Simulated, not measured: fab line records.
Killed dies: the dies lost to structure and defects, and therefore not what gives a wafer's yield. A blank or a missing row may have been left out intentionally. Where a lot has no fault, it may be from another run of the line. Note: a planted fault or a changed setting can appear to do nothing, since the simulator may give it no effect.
Comparing a struck lot with a sound one | flow sky130 | 14 out of 708 route steps
Sound: these wafers, L453.1, L453.3, L453.4. Struck: wafer L447.3. (L447.5 of the same lot was not struck and is left out.) The cause comes at the end.
For every step that has rows: the tool of each side, followed by ch and its chambers, followed by its first start. Under that, the readings that differ: sound wafers | struck wafers | difference of the means | sigmas: that difference in standard deviations of wafers without a fault.
alike: readings with means less than 2 such deviations apart, plus words and numbers identical on both sides. not compared: withheld readings, readings lacking a value on some wafer, bounds such as >300 that could conceal the same value, and numbers that have no deviation in the record and whose values overlap.
A row with sigmas, a row that says differs or no value, or rows on one side alone: a step with any of these is where the two part. Numbers that don't overlap but have no deviation are shown without sigmas and don't part them. Lack of a reading on every wafer of one side parts them only where that side has two or more wafers.

SKY_VIA1_STRIP_16: strips in O2/N2.
  sound on plasma asher-03 ch 0,1, day 40 16:43; struck on plasma asher-01 ch 0, day 38 19:32
  alike: drypump motor current A, oes product au, strip time to endpoint s
  not compared: rf hours counter h
then, 4 steps without rows for these wafers: SKY_VIA1_STRIP_17 (strips in post etch residue remover, time 1200 s); SKY_VIA1_CLEAN_18 (cleans in IPA, time 180 s); SKY_VIA1_CLEAN_19 (cleans in O3/DIW); SKY_VIA1_SPUTTER_20 (material TiN, target thk 20 nm, time 80 s).
SKY_VIA1_CVD_21: deposits W, target thk 270 nm, time 80.902 s.
  sound on cvd w-01 ch 0,1, day 40 17:23; struck on cvd w-01 ch 1, day 38 20:13
  alike: heater power w
SKY_VIA1_RS_MEAS_22: measurement is done with a four-point probe.
  sound on film metro-03 at day 40 17:28; struck on film metro-01 at day 38 20:19
  alike: VIA1_W_RS
SKY_VIA1_THK_MEAS_23: measures by xrf.
  sound on film metro-03 at day 40 17:35; struck on film metro-01 at day 38 20:25
  alike: VIA1_W_THK
SKY_VIA1_CMP_24: polishes, stops on SiO2, t overpolish 15 s, target thk 0 nm.
  sound on cmp-01 ch 0,1,2, day 40 17:48; struck on cmp-01 ch 0, day 38 21:03
  alike: motor current A, overpolish run s, time to endpoint s
SKY_METAL2_SPUTTER_00: material Ti, target thk 15 nm, time 10 s.
  sound on pvd sputter-02 at day 40 18:06; struck on pvd sputter-03 at day 38 21:12
  alike: throttle valve pct
then, 2 steps without rows for these wafers: SKY_METAL2_SPUTTER_01 (material TiN, target thk 20 nm, time 16.7 s); SKY_METAL2_SPUTTER_02 (material AlCu, target thk 250 nm, time 13.3 s).
SKY_METAL2_SPUTTER_03: material Ti, target thk 5 nm, time 3.3 s.
  sound on pvd sputter-02 at day 40 18:10; struck on pvd sputter-03 at day 38 21:16
  reading                                   | sound           | struck | difference | sigmas
  throttle valve pct (%)                    | 29.9 28.5 30.5  | 27.9   | -1.7       | -2
  model.Ti_of_METAL2_SPUTTER_03.thk nm (nm) | 5.2 5.162 5.161 | 4.864  | -0.310     |
SKY_METAL2_SPUTTER_04: material TiN, target thk 70 nm, time 58.3 s.
  sound on pvd sputter-02 at day 40 18:11; struck on pvd sputter-03 at day 38 21:17
  reading                | sound          | struck | difference | sigmas
  throttle valve pct (%) | 30.0 28.4 30.5 | 27.9   | -1.7       | -2

## WHERE THEY PART
Earliest at SKY_METAL2_SPUTTER_03; latest, in this record, at SKY_METAL2_SPUTTER_04.

WHY: what had been put in by the simulator
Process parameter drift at SKY_METAL2_SPUTTER_03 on pvd sputter-03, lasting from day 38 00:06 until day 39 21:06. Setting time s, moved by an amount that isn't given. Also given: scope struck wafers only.
